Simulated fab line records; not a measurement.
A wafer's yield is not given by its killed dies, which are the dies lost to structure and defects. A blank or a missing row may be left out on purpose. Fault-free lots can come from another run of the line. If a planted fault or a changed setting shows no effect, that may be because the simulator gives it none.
Matching of chambers :: flow sky130 :: rie diel-04 running SKY_POLY_CUT_ETCH_11: 4 sister chambers
The step etches Si3N4 in CF4/CH2F2/Ar, stops on poly-Si, time 42.5 s, target depth 60 nm. 4 wafers are shown with their chamber, then 12 later ones without.

== WAFERS PAIRED WITH THEIR CHAMBERS ==
wafer: L084.1
chamber: 1
drypump motor current A (A): 5.6

wafer: L084.3
chamber: 0
drypump motor current A (A): 5.5

wafer: L084.5
chamber: 3
drypump motor current A (A): 5.4

wafer: L084.6
chamber: 2
drypump motor current A (A): 5.6

== WAFERS MISSING THEIR CHAMBER ==
wafer: L086.2
drypump motor current A (A): 5.7

wafer: L086.5
drypump motor current A (A): 5.5

wafer: L086.6
drypump motor current A (A): 5.6

wafer: L087.2
drypump motor current A (A): 5.6

wafer: L087.3
drypump motor current A (A): 5.3

wafer: L087.4
drypump motor current A (A): 5.6

wafer: L088.1
drypump motor current A (A): 5.5

wafer: L088.2
drypump motor current A (A): 5.5

wafer: L088.3
drypump motor current A (A): 5.6

wafer: L088.4
drypump motor current A (A): 5.6

wafer: L088.5
drypump motor current A (A): 5.6

wafer: L088.6
drypump motor current A (A): 5.5

== WHICH CHAMBER EACH ONE RAN IN ==
wafer: L086.2
from the rows above: can't be placed: 1 or 2
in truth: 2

wafer: L086.5
from the rows above: 0
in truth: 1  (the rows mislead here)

wafer: L086.6
from the rows above: can't be placed: 1 or 2
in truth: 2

wafer: L087.2
from the rows above: can't be placed: 1 or 2
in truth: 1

wafer: L087.3
from the rows above: 3
in truth: 3

wafer: L087.4
from the rows above: can't be placed: 1 or 2
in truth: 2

wafer: L088.1
from the rows above: 0
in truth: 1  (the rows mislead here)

wafer: L088.2
from the rows above: 0
in truth: 0

wafer: L088.3
from the rows above: can't be placed: 1 or 2
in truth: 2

wafer: L088.4
from the rows above: can't be placed: 1 or 2
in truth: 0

wafer: L088.5
from the rows above: can't be placed: 1 or 2
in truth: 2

wafer: L088.6
from the rows above: 0
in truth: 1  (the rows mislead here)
2 of 12 placed correctly. Can't be placed from these rows: 7 (the true chamber is among the candidates in 6). 3 placed wrongly.
How it was worked out, from the rows above alone: a wafer's distance from a chamber is the root of the sum, over the readings, of the square of ((its reading less the chamber's mean) divided by the reading's scatter). If the next closest chamber is less than 2 further off than the closest, the wafer can't be placed; otherwise it belongs to the closest. For every chamber, the mean is computed from those of its wafers that are shown. The scatter: root of mean squared gap, hidden wafer to nearest shown wafer, with one shown wafer a chamber.
